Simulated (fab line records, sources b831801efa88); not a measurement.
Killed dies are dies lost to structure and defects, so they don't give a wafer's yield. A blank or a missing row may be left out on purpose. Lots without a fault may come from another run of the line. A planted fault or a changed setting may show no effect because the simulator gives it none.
Which tool did it? | flow gf180mcu | 12 lots, 36 wafers sampled, at 2 steps of a route of 602

WHAT THE GAUGES READ, wafer by wafer
GF_M3_CD_MEAS_14: target cd 280 nm.
lot  | measured     | on        | cd_nm (nm)
L075 | day 21 23:00 | cd_sem-02 | 279.8 280.8 281.3
L077 | day 22 18:43 | cd_sem-01 | 279.6 279.9 281.1
L079 | day 23 17:54 | cd_sem-02 | 279.1 279.3 279.5
L080 | day 23 22:15 | cd_sem-01 | 279.4 279.3 279.4
L083 | day 24 18:21 | cd_sem-01 | 281.1 280.2 280.4
L085 | day 25 03:24 | cd_sem-01 | 279.5 278.5 278.6
L087 | day 26 13:19 | cd_sem-02 | 277.9 278.7 281.0
L090 | day 26 18:57 | cd_sem-02 | 277.6 277.1 278.3
L091 | day 27 08:28 | cd_sem-01 | 277.8 278.0 278.4
L093 | day 27 15:01 | cd_sem-01 | 279.5 279.6 281.0
L095 | day 28 10:20 | cd_sem-02 | 280.4 281.8 281.3
L097 | day 29 04:04 | cd_sem-02 | 277.4 278.0 277.8

WHICH TOOL RAN EACH LOT (tool, then ch and the chambers of the sampled wafers, then the start)
lot  | GF_V2_CMP_26
L075 | cmp-02 ch 0,1,3, day 20 22:42
L077 | cmp-02 ch 0,1,2, day 21 18:56
L079 | cmp-02 ch 0,2,3, day 22 19:01
L080 | cmp-01 ch 0,1,3, day 22 23:11
L083 | cmp-02 ch 0,1, day 23 20:13
L085 | cmp-01 ch 1,3, day 24 04:58
L087 | cmp-01 ch 2,3, day 25 15:53
L090 | cmp-02 ch 1,2,3, day 25 21:44
L091 | cmp-02 ch 0,2, day 26 11:10
L093 | cmp-02 ch 0,1,2, day 26 17:31
L095 | cmp-02 ch 0,1,2, day 27 14:04
L097 | cmp-02 ch 2,3, day 28 08:40
- GF_V2_CMP_26: polishes, stops on SiO2, t overpolish 15 s, target thk 0 nm.

THE ANSWER, worked out from the rows above alone
Rule: what is usual is taken from the lots themselves. Put in order of their means at a reading, lots are off if they are a third of the lots or fewer, leave a main group of 4 or more, and stand apart from it by a gap of 3 or more times the standard deviation of the main group's means; of several such gaps the widest counts. A main group whose means are all the same, to the digits that the tables above print for the reading, isn't used. A lot without any number at a reading at which 4 lots or more have one is off too. The other lots that the step has rows for count as sound.
No lot is off at any reading shown: from this, nothing can be told.

WHAT THE SIMULATOR HAD PUT IN
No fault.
